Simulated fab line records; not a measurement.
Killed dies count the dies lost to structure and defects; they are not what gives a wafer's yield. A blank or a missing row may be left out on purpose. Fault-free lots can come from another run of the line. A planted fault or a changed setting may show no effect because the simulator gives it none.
A struck lot beside a sound one || flow sky130 || 36 out of 708 route steps
Sound: the wafers L961.1, L961.2, L961.5. Wafers L972.2, L972.4, L972.5 were the ones struck. At the end, the cause is stated.
For every step that has rows: the tool of each side, followed by ch and its chambers, followed by its first start. Under that, the readings that differ: sound wafers || struck wafers || difference of the means || sigmas: that difference in standard deviations of wafers without a fault.
alike: a reading whose means differ by less than 2 such deviations, as well as words and numbers matching on both sides. not compared: withheld readings; readings where some wafer has no value; bounds like >300 that might hide an equal value; numbers whose values overlap and for which the record gives no deviation.
The two part at a step that has a row with sigmas, a row that says differs or no value, or rows on one side only. Numbers that have no deviation but don't overlap get no sigmas and don't part them. Lack of a reading on every wafer of one side parts them only where that side has two or more wafers.

first, 11 steps without rows for these wafers: SKY_VIA4_HMDS_05 (prime time 60 s); SKY_VIA4_COAT_06 (resist thk 1140 nm); SKY_VIA4_SOFTBAKE_07 (time 60 s); SKY_VIA4_EXPOSE_08 (exposes mask VIM4, target cd 800 nm); SKY_VIA4_PEB_09; SKY_VIA4_DEVELOP_10 (develop time 60 s); SKY_VIA4_ETCH_12 (etches SiO2 in C4F8/O2/Ar, stops on TiN, target depth 580 nm); SKY_VIA4_STRIP_13 (strips in O2/N2); SKY_VIA4_STRIP_14 (strips in post etch residue remover, time 1200 s); SKY_VIA4_CLEAN_15 (cleans in IPA, time 180 s); SKY_VIA4_CLEAN_16 (cleans in O3/DIW).
SKY_VIA4_SPUTTER_17: material TiN, target thk 20 nm, time 80 s.
  sound on pvd-sputter-02 at day 45 12:36; struck on pvd-sputter-02 at day 48 18:39
  alike: throttle-valve-pct
then, 23 steps without rows for these wafers: SKY_VIA4_CVD_18 (deposits W, target thk 505 nm, time 152.14 s); SKY_VIA4_CMP_21 (polishes, stops on SiO2, t overpolish 25 s, target thk 0 nm); SKY_METAL5_SPUTTER_00 (material Ti, target thk 15 nm, time 10 s); SKY_METAL5_SPUTTER_01 (material TiN, target thk 20 nm, time 16.7 s); SKY_METAL5_SPUTTER_02 (material AlCu, target thk 1150 nm, time 61.2 s); SKY_METAL5_SPUTTER_03 (material Ti, target thk 5 nm, time 3.3 s); SKY_METAL5_SPUTTER_04 (material TiN, target thk 70 nm, time 58.3 s); SKY_METAL5_DEHYDRATE_07 (time 60 s); SKY_METAL5_HMDS_08 (prime time 60 s); SKY_METAL5_COAT_09 (resist thk 1800 nm); SKY_METAL5_SOFTBAKE_10 (time 60 s); SKY_METAL5_EXPOSE_11 (exposes mask MM5, target cd 1600 nm); SKY_METAL5_PEB_12; SKY_METAL5_DEVELOP_13 (develop time 60 s); SKY_METAL5_DESCUM_14 (chemistry O2, time 11 s); SKY_METAL5_METAL_ETCH_15 (etches the open film in Cl2/BCl3, stops on SiO2, target depth 1260 nm, time 252 s); SKY_METAL5_STRIP_16 (strips in O2/N2); SKY_METAL5_STRIP_17 (strips in post etch residue remover, time 1200 s); SKY_METAL5_CLEAN_18 (cleans in IPA, time 180 s); SKY_METAL5_CLEAN_19 (cleans in O3/DIW); SKY_PASSIVATION_CVD_00 (deposits SiO2, target thk 90 nm); SKY_PASSIVATION_CVD_02 (deposits Si3N4, target thk 540 nm); SKY_PASSIVATION_DEHYDRATE_04 (time 60 s).
-- the record jumps here: 2 days lie between the struck wafers' starts before and after (it left off in module PASSIVATION and takes up again in module PAD_OPEN, whose first step shown is number 708 of the route) --
SKY_PAD_OPEN_PROBE_99:
  sound on prober-02 at day 48 04:58; struck on prober-02 at day 50 23:54
{"reading": "defect-limited-yield (%)", "sound": "82.1 83.9 84.1", "struck": "76.4 73.6 79.7", "difference": -6.8, "sigmas": -4}
{"reading": "killed_at_M4_up", "sound": "2 6 2", "struck": "53 55 18", "difference": "+39", "sigmas": "+24"}
{"reading": "killed-dies", "sound": "88 79 78", "struck": "116 130 100", "difference": "+34", "sigmas": "+4"}
{"reading": "sort_bin_3_pad_short (%)", "sound": "1.0 0.2 0.8", "struck": "2.0 2.6 1.6", "difference": "+1.4", "sigmas": "+4"}
{"reading": "sort_bin_5_function (%)", "sound": "9.1 8.7 9.1", "struck": "15.9 16.1 10.8", "difference": "+5.3", "sigmas": "+4"}
{"reading": "sort-n-pass", "sound": "404 413 414", "struck": "376 362 392", "difference": -34, "sigmas": -4}
{"reading": "sort-yield-pct (%)", "sound": "82.1 83.9 84.1", "struck": "76.4 73.6 79.7", "difference": -6.8, "sigmas": -4}
{"reading": "model.etest.tester.sort-n-pass", "sound": "404 413 414", "struck": "376 362 392", "difference": -34, "sigmas": ""}
{"reading": "model.etest.tester.sort-yield-pct (%)", "sound": "82.11 83.94 84.15", "struck": "76.42 73.58 79.67", "difference": -6.84, "sigmas": ""}
{"reading": "model.etest.tester.sort_bin_5_pct (%)", "sound": "9.146 8.74 9.146", "struck": "15.85 16.06 10.77", "difference": "+5.22", "sigmas": ""}
{"reading": "model.etest.tester.sort_bin_3_pct (%)", "sound": "1.016 0.2033 0.813", "struck": "2.033 2.642 1.626", "difference": "+1.423", "sigmas": ""}
  alike: killed_at_M0_to_M3, killed-at-contacts, killed-at-front-end, killed-at-other, killed-open, killed-short, sort_bin_6_memory

## WHERE THEY PART
SKY_PAD_OPEN_PROBE_99 only, going by this record.

WHY: what the simulator had put in
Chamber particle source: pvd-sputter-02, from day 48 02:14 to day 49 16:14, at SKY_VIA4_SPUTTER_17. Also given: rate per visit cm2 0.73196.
